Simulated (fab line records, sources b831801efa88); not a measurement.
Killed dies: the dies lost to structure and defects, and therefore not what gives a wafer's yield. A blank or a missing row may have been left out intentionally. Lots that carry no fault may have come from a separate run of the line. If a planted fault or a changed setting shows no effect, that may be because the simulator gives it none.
Problem report, 8D (eight disciplines) form, completed by code -- flow gf180mcu -- the parts of the form that need people (team, actions taken, sign-off) are left out

1. WHAT WENT WRONG
Wafers without a fault read 218 s, standard deviation 3.7; runLengthS at GF_STI_WET_ETCH_26 reads a mean of 66 s on 6 wafers belonging to 2 lots. Relative to the usual mean, that is a shift of -41 standard deviations.
The step: etches SiO2 in dHF, target depth 94 nm, time 188 s.
First observed at day 6 01:05: wafer L922.2, on wetBench-03. At this step, 18 wafers from 6 lots have a number in the record. Rule for "out" (also "out of limits"): further than 4 standard deviations from the usual mean. Any other wafer with a number is counted as sound.

2. WHAT IT IS AND WHAT IT IS NOT
question,is,is not
which readings at this step,runLengthS,-
which lots,"L922, L923","L915, L917, L926, L927"
which wafers of those lots,all that have a number,-
read on which tools,wetBench-03,wetBench-04
when,from day 6 01:05,"up to then (6 sound wafers); but 6 sound wafers of L926, L927 came after"

3. THE SUSPECTS, EACH WITH WHAT RULES IT OUT
Counting: any tool at a process step up to the reading is kept as a suspect provided that every lot that is out went through it and no sound lot did after the first of them.
- rieSi-02 at GF_STI_ETCH_14 (etches Si in HBr/Cl2/O2, target depth 360 nm, time 102.9 s): kept. Every lot that is out went through it, starting with L922 (day 5 22:22), and after that it ran no sound lot; the last sound lot it ran before then is L917 (day 4 22:34).
- wetBench-03 at GF_STI_WET_ETCH_26 (etches SiO2 in dHF, target depth 94 nm, time 188 s): kept. Every lot that is out went through it, starting with L922 (day 6 01:05), and after that it ran no sound lot; the last sound lot it ran before then is L917 (day 5 00:44). On those wafers its own readings are out: runLengthS.
After counting, rieSi-02 at GF_STI_ETCH_14 and wetBench-03 at GF_STI_WET_ETCH_26 remain.

4. THE CAUSE (what the simulator had put in)
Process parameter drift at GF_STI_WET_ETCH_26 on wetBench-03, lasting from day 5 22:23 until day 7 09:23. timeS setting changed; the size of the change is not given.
Counting leaves 2 suspects; this tool is one of them.

5. SEQUENCE OF EFFECTS, ordered by route
Each row: a reading whose mean over the struck wafers that have a number lies more than 3 standard deviations from the usual. Only readings whose record carries a usual standard deviation are examined. hours: median over the lots of the time between each lot's start at the first step of this table that gives one and its start at this step. sigmas: the change, counted in usual standard deviations.
hours,step,reading,usual,on struck wafers,change,sigmas
0,GF_STI_WET_ETCH_26,runLengthS,218 s,66,-152,-41
Here are the process steps it includes:
- GF_STI_WET_ETCH_26: etches SiO2 in dHF, target depth 94 nm, time 188 s.
At these later measuring or inspecting steps, every struck wafer for which the step has a row has a number for every such reading, and none has moved that far: GF_STI_THK_MEAS_30, GF_DNWELL_TW_MEAS_09, GF_NWELL_OVL_MEAS_07, GF_NWELL_TW_MEAS_11.

6. HOW IT WOULD HAVE BEEN CAUGHT EARLIER
In this record no reading fell out of limits until day 6 01:05, 3 hours after the fault had begun at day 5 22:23.
